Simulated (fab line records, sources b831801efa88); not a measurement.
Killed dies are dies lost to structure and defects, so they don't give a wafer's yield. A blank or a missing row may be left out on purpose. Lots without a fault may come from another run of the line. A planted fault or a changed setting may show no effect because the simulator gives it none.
A struck lot beside a sound one | flow gf180mcu | 30 steps out of a route of 602
Sound: wafers L333.2, L333.4, L333.5. Struck: wafer L328.5. (L328.1, L328.6 of the same lot were not struck and are left out.) The cause comes at the end.
At each step with rows: each side's tool, then ch and its chambers, then its first start. Under that, the readings that differ: sound wafers | struck wafers | difference of the means | sigmas: that difference in standard deviations of wafers without a fault.
alike: readings whose means differ by less than 2 such deviations, and words and numbers that are the same on both sides. not compared: withheld readings, readings that some wafer has no value for, bounds like >300 that may hide the same value, and numbers for which the record gives no deviation and whose values overlap.
The two part at a step that has a row with sigmas, a row that says differs or no value, or rows on one side only. Numbers that don't overlap but have no deviation are shown without sigmas and don't part them. A reading that every wafer of one side lacks parts them only if that side has two wafers or more.

first, 3 steps without rows for these wafers: GF_PSD_EXPOSE_04 (exposes mask Pplus, target cd 400 nm); GF_PSD_PEB_05; GF_PSD_DEVELOP_06 (develop time 60 s).
GF_PSD_CD_MEAS_07: target cd 400 nm.
  sound on cd_sem-01, day 19 02:20; struck on cd_sem-02, day 17 10:51
  alike: cd_nm
GF_PSD_OVL_MEAS_08:
  sound on overlay-02, day 19 02:26; struck on overlay-02, day 17 10:58
  alike: PSD_OVL
then, 1 step without rows for these wafers: GF_PSD_IMPLANT_09.
GF_PSD_STRIP_10: strips in O2/N2.
  sound on plasma_asher-01 ch 0,1, day 19 02:37; struck on plasma_asher-01 ch 1, day 17 11:10
  alike: drypump_motor_current_A, heater_power_w, oes_product_au, strip_time_to_endpoint_s
  not compared: rf_hours_counter_h
GF_PSD_TW_MEAS_11:
  sound on film_metro-01, day 19 02:44; struck on film_metro-03, day 17 11:16
  alike: PSD_TW
then, 1 step without rows for these wafers: GF_PSD_CLEAN_12 (cleans in SC1/SC2, time 150 s).
GF_PSD_RTA_13: time 20 s.
  sound on rtp_anneal-01 ch 0, day 19 02:50; struck on rtp_anneal-02 ch 0, day 17 11:22
  reading            | sound    | struck | difference | sigmas
  lamp_power_pct (%) | 45 45 45 | 38     | -7         | -2
  alike: wafer_temp_C_max
GF_PSD_RS_MEAS_14: measures by four-point-probe.
  sound on film_metro-03, day 19 02:56; struck on film_metro-01, day 17 11:28
  alike: NSD_RS
GF_PSD_RS_MEAS_15: measures by four-point-probe.
  sound on film_metro-03, day 19 03:03; struck on film_metro-01, day 17 11:35
  alike: PSD_RS
GF_SAB_CVD_00: deposits SiO2 from TEOS, target thk 50 nm, time 4.9302 s.
  sound on pecvd-04 ch 1,2, day 19 03:09; struck on pecvd-01 ch 2, day 17 11:42
  reading                              | sound             | struck | difference | sigmas
  model.SiO2_of_SAB_CVD_00.thk_nm (nm) | 50.08 50.75 50.73 | 80.73  | +30.21     |
  alike: heater_power_outer_w, heater_power_w, susceptor_temp_C
GF_SAB_THK_MEAS_01:
  sound on film_metro-01, day 19 03:11; struck on film_metro-01, day 17 11:43
  reading             | sound          | struck | difference | sigmas
  SAB_CVD_00_THK (nm) | 50.1 50.8 50.7 | 80.9   | +30.4      | +55
then, 7 steps without rows for these wafers: GF_SAB_DEHYDRATE_02 (time 60 s); GF_SAB_HMDS_03 (prime time 60 s); GF_SAB_COAT_04 (resist thk 1000 nm); GF_SAB_SOFTBAKE_05 (time 60 s); GF_SAB_EXPOSE_06 (exposes mask SAB, target cd 420 nm); GF_SAB_PEB_07; GF_SAB_DEVELOP_08 (develop time 60 s).
GF_SAB_CD_MEAS_09: target cd 420 nm.
  sound on cd_sem-01, day 20 03:32; struck on cd_sem-01, day 18 10:51
  reading    | sound             | struck | difference | sigmas
  cd_nm (nm) | 413.0 416.6 414.9 | 424.0  | +9.2       | +3
GF_SAB_OVL_MEAS_10:
  sound on overlay-02, day 20 03:38; struck on overlay-02, day 18 10:58
  alike: SAB_OVL
GF_SAB_ETCH_11: etches SiO2 in C4F8/O2/Ar, target depth 55 nm, time 8.5 s.
  sound on rie_diel-04 ch 1,2, day 20 03:40; struck on rie_diel-02 ch 0, day 18 11:01
  alike: oes_product_au
  not compared: rf_hours_counter_h
then, 1 step without rows for these wafers: GF_SAB_WET_ETCH_12 (etches SiO2 in dHF, target depth 22 nm, time 440 s).
GF_SAB_STRIP_13: strips in O2/N2.
  sound on plasma_asher-01 ch 0, day 20 03:49; struck on plasma_asher-01 ch 1, day 18 11:10
  alike: drypump_motor_current_A, heater_power_w, oes_product_au, strip_time_to_endpoint_s
  not compared: rf_hours_counter_h
then, 1 step without rows for these wafers: GF_SALICIDE_CLEAN_00 (cleans in SC1/SC2, time 150 s).
GF_SALICIDE_WET_ETCH_01: etches SiO2 in dHF, target depth 5 nm, time 100 s.
  sound on wet_bench-02 ch 2, day 20 03:59; struck on wet_bench-02 ch 2, day 18 11:19
  reading                              | sound             | struck | difference | sigmas
  model.SiO2_of_SAB_CVD_00.thk_nm (nm) | 39.39 40.01 40.04 | 69.93  | +30.12     |
  alike: bath_heat_duty_pct
GF_SALICIDE_SPUTTER_02: material Co, target thk 10 nm, time 20 s.
  sound on pvd_sputter-03, day 20 04:01; struck on pvd_sputter-03, day 18 11:21
  reading                | sound          | struck | difference | sigmas
  throttle_valve_pct (%) | 31.5 27.8 31.2 | 27.7   | -2.5       | -2
then, 1 step without rows for these wafers: GF_PASSIVATION_PROBE_99.

WHERE THEY PART
First at GF_PSD_RTA_13; last, within this record, at GF_SALICIDE_SPUTTER_02.

WHY: what the simulator had put in
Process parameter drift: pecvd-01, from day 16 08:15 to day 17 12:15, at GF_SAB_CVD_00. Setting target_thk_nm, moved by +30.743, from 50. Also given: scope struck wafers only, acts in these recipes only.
